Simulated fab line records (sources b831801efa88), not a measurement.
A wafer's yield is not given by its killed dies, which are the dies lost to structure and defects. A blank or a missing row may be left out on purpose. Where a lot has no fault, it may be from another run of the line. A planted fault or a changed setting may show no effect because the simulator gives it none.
Chamber matching :: flow sky130 :: SKY_LI_CONTACT_HDPCVD_00 on hdpcvd-01 has 3 sister chambers
The step deposits PSG, target thk 930 nm, time 155 s. 14 wafers are shown with their chamber, then 6 later ones without.

== WAFERS, EACH WITH ITS CHAMBER ==
wafer: L474.3
chamber: 0
run-length-s (s): 181.7
sih4-flow-sccm (sccm): 59.85

wafer: L474.4
chamber: 0
run-length-s (s): 181.9
sih4-flow-sccm (sccm): 59.81

wafer: L474.6
chamber: 2
run-length-s (s): 182.6
sih4-flow-sccm (sccm): 60.29

wafer: L479.3
chamber: 2
run-length-s (s): 182.7
sih4-flow-sccm (sccm): 59.69

wafer: L479.5
chamber: 1
run-length-s (s): 181.6
sih4-flow-sccm (sccm): 60.04

wafer: L479.6
chamber: 0
run-length-s (s): 181.7
sih4-flow-sccm (sccm): 60.10

wafer: L480.1
chamber: 2
run-length-s (s): 183.2
sih4-flow-sccm (sccm): 59.99

wafer: L480.4
chamber: 2
run-length-s (s): 182.5
sih4-flow-sccm (sccm): 60.14

wafer: L480.5
chamber: 1
run-length-s (s): 181.5
sih4-flow-sccm (sccm): 60.34

wafer: L481.1
chamber: 0
run-length-s (s): 181.9
sih4-flow-sccm (sccm): 59.93

wafer: L481.4
chamber: 1
run-length-s (s): 181.8
sih4-flow-sccm (sccm): 59.93

wafer: L481.5
chamber: 2
run-length-s (s): 182.5
sih4-flow-sccm (sccm): 59.77

wafer: L486.3
chamber: 1
run-length-s (s): 181.6
sih4-flow-sccm (sccm): 60.31

wafer: L486.4
chamber: 2
run-length-s (s): 182.6
sih4-flow-sccm (sccm): 59.81

SIGNATURES (means of the wafers above)
reading: run-length-s
chamber 0: 181.800
chamber 1: 181.625
chamber 2: 182.683
scatter within a chamber: 0.199

reading: sih4-flow-sccm
chamber 0: 59.9225
chamber 1: 60.1550
chamber 2: 59.9483
scatter within a chamber: 0.201
Rule: a wafer's distance from a chamber is the root of the sum, over the readings, of the square of ((its reading less the chamber's mean) divided by the reading's scatter). If the next closest chamber is less than 2 further off than the closest, the wafer can't be placed; otherwise it belongs to the closest. The scatter: the root of (the sum of the squares of (reading less its chamber's mean) over the shown wafers, divided by (wafers less chambers)).

== WAFERS WHOSE CHAMBER IS MISSING ==
wafer: L486.5
run-length-s (s): 181.7
sih4-flow-sccm (sccm): 60.02

wafer: L488.1
run-length-s (s): 181.9
sih4-flow-sccm (sccm): 60.05

wafer: L488.3
run-length-s (s): 181.8
sih4-flow-sccm (sccm): 59.73

wafer: L488.4
run-length-s (s): 181.9
sih4-flow-sccm (sccm): 59.95

wafer: L490.2
run-length-s (s): 183.1
sih4-flow-sccm (sccm): 60.36

wafer: L490.5
run-length-s (s): 181.9
sih4-flow-sccm (sccm): 59.72

== WHICH CHAMBER EACH ONE RAN IN ==
wafer: L486.5
from the rows above: can't be placed: 0 or 1
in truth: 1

wafer: L488.1
from the rows above: can't be placed: 0 or 1
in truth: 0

wafer: L488.3
from the rows above: can't be placed: 0 or 1
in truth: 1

wafer: L488.4
from the rows above: can't be placed: 0 or 1
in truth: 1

wafer: L490.2
from the rows above: 2
in truth: 2

wafer: L490.5
from the rows above: can't be placed: 0 or 1
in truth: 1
Placed correctly: 1 of 6. Not placeable from these rows: 5 (in 5, the candidates include the true chamber). Placed wrongly: 0.
